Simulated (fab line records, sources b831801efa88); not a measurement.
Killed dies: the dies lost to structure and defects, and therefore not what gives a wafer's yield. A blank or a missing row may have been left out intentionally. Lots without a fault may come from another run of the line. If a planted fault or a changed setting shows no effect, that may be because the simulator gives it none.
Which of the tools did it? | flow sky130 | Sampling: 14 lots, 42 wafers, 2 of 708 route steps

== WHAT THE GAUGES READ, wafer by wafer ==
SKY_LOCAL_INTERCONNECT_OVL_MEAS_12.
lot  | measured     | on         | LOCAL_INTERCONNECT_OVL (nm)
L696 | day 31 04:54 | overlay-01 | 8 14 6
L698 | day 31 14:47 | overlay-01 | 12 6 5
L699 | day 31 18:59 | overlay-01 | 3 -8 -1
L701 | day 32 07:33 | overlay-01 | -7 -4 -10
L702 | day 32 18:14 | overlay-01 | -4 -1 4
L703 | day 32 20:34 | overlay-02 | -10 -6 -3
L705 | day 33 12:41 | overlay-01 | 1 -6 4
L708 | day 34 10:44 | overlay-01 | -3 -8 -8
L712 | day 36 01:23 | overlay-02 | -4 -4 1
L713 | day 36 05:44 | overlay-02 | -6 -7 0
L716 | day 36 17:50 | overlay-01 | -1 -3 -5
L717 | day 37 10:05 | overlay-02 | -13 -7 -13
L718 | day 37 17:35 | overlay-01 | 6 1 5
L719 | day 38 04:42 | overlay-01 | -5 1 0

== WHICH TOOL RAN EACH LOT (tool, then ch and the chambers of the sampled wafers, then the start) ==
lot  | SKY_LOCAL_INTERCONNECT_SPUTTER_00
L696 | pvd-sputter-01, day 30 00:37
L698 | pvd-sputter-02, day 30 10:42
L699 | pvd-sputter-01, day 30 14:35
L701 | pvd-sputter-02, day 31 04:08
L702 | pvd-sputter-03, day 31 13:51
L703 | pvd-sputter-02, day 31 17:09
L705 | pvd-sputter-01, day 32 09:35
L708 | pvd-sputter-03, day 33 08:09
L712 | pvd-sputter-01, day 34 22:47
L713 | pvd-sputter-01, day 35 04:08
L716 | pvd-sputter-02, day 35 15:24
L717 | pvd-sputter-03, day 36 07:43
L718 | pvd-sputter-03, day 36 14:52
L719 | pvd-sputter-02, day 37 01:52
- SKY_LOCAL_INTERCONNECT_SPUTTER_00: material TiN, target thk 100 nm, time 83.3 s.

== AS READ BY THE TOOLS THEMSELVES (means over the sampled wafers that have a number; for cases with no such wafer, the mark the record gives instead) ==
SKY_LOCAL_INTERCONNECT_SPUTTER_00.
lot  | tool           | substrate-temp-c (C) | throttle-valve-pct (%)
L696 | pvd-sputter-01 | 299.77               | 30.6
L698 | pvd-sputter-02 | 299.84               | 29.8
L699 | pvd-sputter-01 | 299.98               | 30.2
L701 | pvd-sputter-02 | 299.77               | 29.6
L702 | pvd-sputter-03 | 299.96               | 30.1
L703 | pvd-sputter-02 | 300.06               | 30.9
L705 | pvd-sputter-01 | 300.11               | 30.2
L708 | pvd-sputter-03 | 299.97               | 30.4
L712 | pvd-sputter-01 | 299.97               | 30.5
L713 | pvd-sputter-01 | 299.89               | 30.6
L716 | pvd-sputter-02 | 299.97               | 29.8
L717 | pvd-sputter-03 | 299.84               | 30.6
L718 | pvd-sputter-03 | 299.97               | 30.1
L719 | pvd-sputter-02 | 299.84               | 30.0

== THE ANSWER, worked out from the rows above alone ==
Rule: the lots themselves supply what counts as usual. The widest of any qualifying gaps counts: lots, ordered by their means at a reading, are off when they make up no more than a third of the lots, leave a main group of 4 or more, and stand apart from it by 3 or more times the standard deviation of that group's means. Not used: any main group whose means are identical at the precision the tables above print for the reading. A lot without any number at a reading at which 4 lots or more have one is off too. Any other lot the step has rows for is counted as sound. After the gauges, taken in route order, come the tools' own readings; for these a lot's mean is taken, as printed above. At the first step where some lot is off, the reading lying furthest off is the one used; lots without a number count as furthest.
None of the lots is off at any reading shown; this tells nothing.

== WHAT HAD BEEN PUT IN BY THE SIMULATOR ==
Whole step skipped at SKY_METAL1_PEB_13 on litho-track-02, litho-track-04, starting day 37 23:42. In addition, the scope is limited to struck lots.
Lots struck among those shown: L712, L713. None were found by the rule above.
